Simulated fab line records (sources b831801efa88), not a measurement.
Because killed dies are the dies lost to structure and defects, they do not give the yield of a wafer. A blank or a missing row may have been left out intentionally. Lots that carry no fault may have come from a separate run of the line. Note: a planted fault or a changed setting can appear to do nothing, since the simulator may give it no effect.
fab line records ; flow sky130
record lots=14; wafers=42; last-day=50
route steps=708 shown METAL2@484 PAD_OPEN@708
lots with no fault: from the same line, run without faults
start-h: the number of hours between the record's first day and the start of the first shown wafer of the lot ; wait-h: how many hours have passed since the lot's step before this one ; " unchanged from the row above ; L1.1+2: several wafers, shown together as one row ; - value missing, or start not given ; * or withheld: withheld ; < > ~ a bound
route shown NAME@n: NAME is a module with steps in the file, n the number in the route of the first one ; usual: the fault-free wafers' mean and standard deviation ; same: alike in all rows ; chamber/n: place in a boat ; sites: the reading at each site ; _std_site: the standard deviation of these ; _edge_site: the outer-site mean with the inner-site mean subtracted ; radius-mm: for every site, how far away it sits from the centre of the wafer ; mask NAME#n: copy n ; behind: the last tool/chamber to shape the wafer ; hold: cause of the lot's hold/its duration in hours/its outcome ; device: names the non-switching transistor (n, p or np) ; end of line: tests of these same wafers at the route's end ; where a step has no rows: the recipe by itself ; killed: at the first sort, the dies lost to defects and structure; wafer yield is something else ; map: a wafer's dies, x killed, . not, _ none there
set.NAME: the setting that was run; set.NAME@STEP: the one run at that earlier step ; model.NAME: the simulator's own value behind a step, which no gauge read
route steps across a sampled set of lots; one table per step, one row per wafer
services: the hour from which a tool's chamber was out of use, counted from the record's first day as start-h (under 0 if before that day), plus the number of hours and why
## steps
# step SKY_METAL2_SPUTTER_01
# recipe material=TiN; target-thk-nm=20; power-w=6591; time-s=16.7; chamber-pressure-pa=0.4
# usual cathode-dc-power-W=6591.0/1.3; throttle-valve-pct=29.8/1.2
lot.wafer;tool;chamber;start-h;wait-h;cathode-dc-power-W;throttle-valve-pct
L859.1;pvd-sputter-01;-;798.76;0.0;6590.9;29.5
L859.3;pvd-sputter-01;-;798.76;0.0;6591.0;28.6
L859.6;pvd-sputter-01;-;798.76;0.0;6592.9;31.3
L860.3;pvd-sputter-01;-;810.83;0.0;6591.3;28.5
L860.5;pvd-sputter-01;-;810.83;0.0;6592.2;31.4
L860.6;pvd-sputter-01;-;810.83;0.0;6592.5;29.4
L861.1;pvd-sputter-03;-;811.18;0.0;6590.8;31.5
L861.2;pvd-sputter-03;-;811.18;0.0;6591.1;28.8
L861.5;pvd-sputter-03;-;811.18;0.0;6588.7;28.7
L862.1;pvd-sputter-02;-;815.66;0.0;6589.8;30.1
L862.2;pvd-sputter-02;-;815.66;0.0;6591.6;27.8
L862.3;pvd-sputter-02;-;815.66;0.0;6590.6;31.2
L864.3;pvd-sputter-03;-;830.49;0.0;6590.9;30.7
L864.4;pvd-sputter-03;-;830.49;0.0;6589.1;31.6
L864.5;pvd-sputter-03;-;830.49;0.0;6591.1;29.0
L865.1;pvd-sputter-01;-;846.82;0.0;6591.4;29.1
L865.2;pvd-sputter-01;-;846.82;0.0;6590.0;31.5
L865.3;pvd-sputter-01;-;846.82;0.0;6591.1;28.8
L866.3;pvd-sputter-01;-;849.49;0.0;6592.2;28.6
L866.4;pvd-sputter-01;-;849.49;0.0;6593.2;31.5
L866.6;pvd-sputter-01;-;849.49;0.0;6588.6;31.7
L867.1;pvd-sputter-02;-;855.87;0.0;6591.0;29.7
L867.2;pvd-sputter-02;-;855.87;0.0;6590.9;28.2
L867.4;pvd-sputter-02;-;855.87;0.0;6589.2;30.4
L868.1;pvd-sputter-02;-;863.58;0.0;6589.0;31.3
L868.3;pvd-sputter-02;-;863.58;0.0;6593.3;28.0
L868.4;pvd-sputter-02;-;863.58;0.0;6592.9;30.0
L869.1;pvd-sputter-03;-;871.48;0.0;6590.4;28.9
L869.2;pvd-sputter-03;-;871.48;0.0;6590.0;31.0
L869.6;pvd-sputter-03;-;871.48;0.0;6590.0;29.1
L870.3;pvd-sputter-01;-;884.82;0.0;6589.3;28.7
L870.5;pvd-sputter-01;-;884.82;0.0;6590.6;28.8
L870.6;pvd-sputter-01;-;884.82;0.0;6590.8;28.9
L873.1;pvd-sputter-03;-;898.16;0.0;6588.8;31.3
L873.5;pvd-sputter-03;-;898.16;0.0;6592.1;31.4
L873.6;pvd-sputter-03;-;898.16;0.0;6590.3;31.2
L876.1;pvd-sputter-03;-;923.91;0.0;6591.3;31.6
L876.5;pvd-sputter-03;-;923.91;0.0;6590.7;29.3
L876.6;pvd-sputter-03;-;923.91;0.0;6591.8;28.9
L880.2;pvd-sputter-02;-;946.63;0.0;6588.8;29.8
L880.4;pvd-sputter-02;-;946.63;0.0;6589.7;28.0
L880.6;pvd-sputter-02;-;946.63;0.0;6589.0;30.0
# step SKY_PAD_OPEN_PROBE_99
# usual defect-limited-yield=82.6/1.8; killed_at_M0_to_M3=43/6.6; killed_at_M4_up=3.4/1.8; killed-at-contacts=24/4.9; killed-at-front-end=15/4.1; killed-at-other=0.3/0.55; killed-dies=85/8.8; killed-open=46/6.1; killed-short=39/5.7; sort_bin_3_pad_short=0.9/0.41; sort_bin_5_function=10.1/1.5; sort_bin_6_memory=6.4/1; sort-n-pass=407/8.8; sort-yield-pct=82.6/1.8
# same gross-dies=492; killed-at-back-side=0; sort_bin_4_leakage[%]=0; sort_bin_8_speed[%]=0
lot.wafer;tool;chamber;start-h;wait-h;defect-limited-yield[%];killed_at_M0_to_M3;killed_at_M4_up;killed-at-contacts;killed-at-front-end;killed-at-other;killed-dies;killed-open;killed-short;sort_bin_3_pad_short[%];sort_bin_5_function[%];sort_bin_6_memory[%];sort-n-pass;sort-yield-pct[%]
L873.1;prober-02;-;1155.20;0.1;73.0;90;6;15;22;0;133;44;41;2.0;18.5;6.5;359;73.0
L873.5;prober-02;-;1155.40;0.2;72.8;86;1;25;21;1;134;50;39;1.4;18.3;7.5;358;72.8
L873.6;prober-02;-;1155.45;0.2;73.6;87;5;25;12;1;130;48;42;2.0;18.1;6.3;362;73.6
L876.1;prober-01;-;1174.40;0.1;73.4;97;4;18;12;0;131;43;36;2.4;17.3;6.9;361;73.4
L876.5;prober-01;-;1174.60;0.2;76.2;67;4;27;19;0;117;48;30;2.8;14.4;6.5;375;76.2
L876.6;prober-01;-;1174.65;0.2;80.5;50;2;27;17;0;96;45;33;1.0;11.2;7.3;396;80.5
# killed by level:class
L873.1 METAL2:unspecified=48 VIA1:geometric-particle:open=11 VIA1:geometric-particle:short=7 FIELD_ISO:geometric-particle:open=6 LI_CONTACT:geometric-particle:open=6 FIELD_ISO:geometric-particle:short=5 VIA2:geometric-particle:open=5 METAL4:geometric-particle:short=5
L873.5 METAL2:unspecified=44 CONTACT:geometric-particle:open=15 VIA1:geometric-particle:open=8 VIA1:geometric-particle:short=7 VIA3:geometric-particle:open=7 POLY_GATE:geometric-particle:short=5 POLY_GATE:geometric-particle:open=4 CONTACT:geometric-particle:short=4
L873.6 METAL2:unspecified=40 LI_CONTACT:geometric-particle:open=9 CONTACT:geometric-particle:open=8 METAL2:geometric-particle:short=8 CONTACT:geometric-particle:short=7 VIA1:geometric-particle:open=7 VIA3:geometric-particle:open=6 VIA1:geometric-particle:short=6
L876.1 METAL2:unspecified=52 VIA1:geometric-particle:open=8 VIA2:geometric-particle:open=7 VIA3:geometric-particle:open=6 VIA1:geometric-particle:short=6 METAL2:geometric-particle:short=6 POLY_GATE:geometric-particle:open=5 LOCAL_INTERCONNECT:geometric-particle:short=5
L876.5 METAL2:unspecified=39 CONTACT:geometric-particle:open=12 VIA2:geometric-particle:open=9 CONTACT:geometric-particle:short=8 VIA1:geometric-particle:open=8 FIELD_ISO:geometric-particle:open=5 FIELD_ISO:geometric-particle:short=5 LI_CONTACT:geometric-particle:open=4
L876.6 METAL2:unspecified=18 CONTACT:geometric-particle:open=10 VIA1:geometric-particle:open=9 LI_CONTACT:geometric-particle:open=6 FIELD_ISO:geometric-particle:short=5 FIELD_ISO:geometric-particle:open=5 VIA2:geometric-particle:short=5 VIA2:geometric-particle:open=5
## services
tool;chamber;start-h;hours;kind
pvd-sputter-01;-;781.78;5.5;repair
pvd-sputter-03;-;782.58;0.6;repair
pvd-sputter-03;-;825.43;1.4;repair
pvd-sputter-03;-;861.83;2.8;repair
pvd-sputter-03;1;884.70;-;consumable-replace:kit
pvd-sputter-03;1;884.70;18.0;scheduled-down
pvd-sputter-03;1;884.70;18.0;vent-cycle
pvd-sputter-02;-;892.11;14.9;repair
pvd-sputter-03;-;926.16;2.8;repair
## key
first-sign step=SKY_PAD_OPEN_PROBE_99; reading=killed_at_M0_to_M3; direction=up; sigmas=5.6; usual=43; struck=80
effect step=SKY_PAD_OPEN_PROBE_99; reading=defect-limited-yield; direction=down; sigmas=4.3; usual=82.6; struck=74.9; wafers-moved=5
met-at SKY_METAL2_SPUTTER_01
struck-lots L873,L876
onset-between 871.48 898.16
fault kind=chamber-particle-source; tool=pvd-sputter-03; chamber=-; onset-h=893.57; steps=SKY_METAL2_SPUTTER_01; rate-per-visit-cm2=0.48009; end-h=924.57
